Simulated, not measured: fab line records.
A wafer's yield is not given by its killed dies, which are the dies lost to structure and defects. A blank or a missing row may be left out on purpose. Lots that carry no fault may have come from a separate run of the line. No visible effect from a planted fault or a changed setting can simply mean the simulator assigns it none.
Split-lot study | flow sfqLine | on a route of 325 steps: 5 lots, 23 wafers read

== THE SPLIT ==
At SFQ_TRILAYER_I5_LITHO_COAT_149 (resist thk 62 nm), the setting spinRpm was moved away from the recipe's 3000 rpm on 7 of the 23 wafers read, by -4.2% to +7.5%. This setting was run at the recipe's value on the other wafers.

Reading taken at the split's own step.

== THE READING ==
BARC_of_TRILAYER_I5_LITHO_COAT_149.thkNm (the simulator's own value, which no gauge read), in nm, at SFQ_TRILAYER_I5_LITHO_COAT_149 (resist thk 62 nm). The file gives no usual value for it. Average 62.21 nm, standard deviation 0.1 nm, over the 16 wafers here run with the recipe.

wafer  | tool, chamber at the split | spinRpm as run, rpm | against the recipe | BARC_of_TRILAYER_I5_LITHO_COAT_149.thkNm, nm | against lot-mates on the recipe
L076.1 | lithoTrack-01, 0           | 2873                | -4.2%              | 63.56                                        | +1.34
L076.2 | lithoTrack-01, 0           | 3000                | recipe             | 62.2                                         | -
L076.3 | lithoTrack-01, 0           | 2873                | -4.2%              | 63.23                                        | +1.00
L076.4 | lithoTrack-01, 0           | 3000                | recipe             | 62.25                                        | -
L076.5 | lithoTrack-01, 0           | 2873                | -4.2%              | 63.6                                         | +1.38
L079.1 | lithoTrack-04, 0           | 3000                | recipe             | 62.25                                        | -
L079.2 | lithoTrack-04, 0           | 3000                | recipe             | 62.45                                        | -
L079.4 | lithoTrack-04, 0           | 3000                | recipe             | 62.32                                        | -
L079.5 | lithoTrack-04, 0           | 3000                | recipe             | 62.1                                         | -
L079.6 | lithoTrack-04, 0           | 3000                | recipe             | 62.16                                        | -
L080.1 | lithoTrack-01, 0           | 3225                | +7.5%              | 59.95                                        | -2.20
L080.2 | lithoTrack-01, 0           | 3000                | recipe             | 62.23                                        | -
L080.3 | lithoTrack-01, 0           | 3000                | recipe             | 62.22                                        | -
L080.4 | lithoTrack-01, 0           | 3225                | +7.5%              | 59.88                                        | -2.27
L080.6 | lithoTrack-01, 0           | 3000                | recipe             | 62.01                                        | -
L083.1 | lithoTrack-01, 0           | 3000                | recipe             | 62.25                                        | -
L083.5 | lithoTrack-01, 0           | 3000                | recipe             | 62.29                                        | -
L083.6 | lithoTrack-01, 0           | 3000                | recipe             | 62.11                                        | -
L085.2 | lithoTrack-04, 0           | 3092                | +3.1%              | 61.33                                        | -0.83
L085.3 | lithoTrack-04, 0           | 3000                | recipe             | 62.27                                        | -
L085.4 | lithoTrack-04, 0           | 3092                | +3.1%              | 61.42                                        | -0.74
L085.5 | lithoTrack-04, 0           | 3000                | recipe             | 62.07                                        | -
L085.6 | lithoTrack-04, 0           | 3000                | recipe             | 62.13                                        | -

FIT RESULTS
A straight line over all 23 wafers: BARC_of_TRILAYER_I5_LITHO_COAT_149.thkNm changes by -0.3 nm for each +1% of spinRpm; r = -0.99; the points scatter about the line by 0.12 nm.
The same after taking each lot's own level away (the mean of its wafers on the recipe; 23 wafers): -0.293 nm for each +1%; r = -0.99; scatter 0.11 nm.
The reading moves by 2.2 nm for the largest change in spinRpm, on that fit.
Across the lots, their own levels run from 62.153 to 62.256 nm, a range of 1.0 times the standard deviation given above.
The two slopes are in agreement: the lot-to-lot level therefore moves the slope only a little.
Check: -2.18 nm against its lot-mates is what the line predicts for one of the wafers moved furthest among these (+7.5%) when that wafer is left out of the fit. Against them it came out at -2.2 nm.

== THESE WAFERS: OTHER SPLITS ==
Before the reading, these wafers also passed through other splits. Each is held against what the fit with the lots' levels taken away leaves over:
other split on the same wafers                | wafers away from the commonest value | r with BARC_of_TRILAYER_I5_LITHO_COAT_149.thkNm (lot level and that fit taken away)
SFQ_TRILAYER_M5_BARC_OPEN_METAL_ETCH_161 icpW | 10                                   | +0.31

== FILE'S OWN FIT ==
BARC_of_TRILAYER_I5_LITHO_COAT_149.thkNm changes by -0.292 nm for each +1% of spinRpm, r = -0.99.
